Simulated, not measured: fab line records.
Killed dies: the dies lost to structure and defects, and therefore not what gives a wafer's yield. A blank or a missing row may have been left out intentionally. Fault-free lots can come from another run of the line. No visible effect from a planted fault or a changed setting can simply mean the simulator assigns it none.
Matching of chambers | flow gf180mcu | rie diel-01 running GF_V1_ETCH_16: 4 sister chambers
The step etches BARC in N2/H2. 14 wafers are shown with their chamber, then 7 later ones without.

WAFERS, EACH WITH ITS CHAMBER
wafer  | chamber | oes product au (a.u.) | throttle valve pct (%)
L910.1 | 1       | 0.850                 | 13.224
L910.2 | 0       | 0.854                 | 13.215
L910.5 | 0       | 0.850                 | 13.226
L911.1 | 3       | 0.852                 | 13.221
L911.3 | 1       | 0.852                 | 13.218
L911.4 | 0       | 0.859                 | 13.232
L913.2 | 0       | 0.854                 | 13.228
L913.3 | 2       | 0.858                 | 13.234
L913.5 | 2       | 0.861                 | 13.222
L917.3 | 3       | 0.864                 | 13.225
L917.5 | 3       | 0.854                 | 13.224
L917.6 | 2       | 0.852                 | 13.223
L921.4 | 3       | 0.863                 | 13.209
L921.5 | 2       | 0.851                 | 13.214

SIGNATURES, as means of the wafers listed above
reading            | chamber 0 | chamber 1 | chamber 2 | chamber 3 | scatter within a chamber
oes product au     | 0.85425   | 0.85100   | 0.85550   | 0.85825   | 0.00474
throttle valve pct | 13.22525  | 13.22100  | 13.22325  | 13.21975  | 0.00736
Rule: for each reading, subtract the chamber's mean from the wafer's reading, divide by that reading's scatter and square the result; add these up over the readings and take the root, which gives the wafer's distance from the chamber. The wafer belongs to the nearest chamber; if the next one is less than 2 further off, it can't be placed. How the scatter is found: for the shown wafers, subtract from each reading the mean of its chamber, square and add these, divide the total by (wafers less chambers), then take the root.

WAFERS WITHOUT THEIR CHAMBER
wafer  | oes product au (a.u.) | throttle valve pct (%)
L921.6 | 0.856                 | 13.226
L922.2 | 0.852                 | 13.226
L922.4 | 0.853                 | 13.232
L922.5 | 0.849                 | 13.235
L932.1 | 0.858                 | 13.212
L932.3 | 0.856                 | 13.220
L932.6 | 0.850                 | 13.234

EACH ONE'S CHAMBER
wafer  | from the rows above               | in truth
L921.6 | can't be placed: 0 or 2 or 3 or 1 | 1
L922.2 | can't be placed: 0 or 1 or 2 or 3 | 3
L922.4 | can't be placed: 0 or 2 or 1 or 3 | 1
L922.5 | can't be placed: 0 or 1 or 2 or 3 | 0
L932.1 | can't be placed: 3 or 2 or 1 or 0 | 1
L932.3 | can't be placed: 2 or 3 or 0 or 1 | 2
L932.6 | can't be placed: 0 or 1 or 2 or 3 | 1
Correctly placed: 0 of 7. From these rows, 7 cannot be placed; in 7 the true chamber is one of the candidates. Placed wrongly: 0.
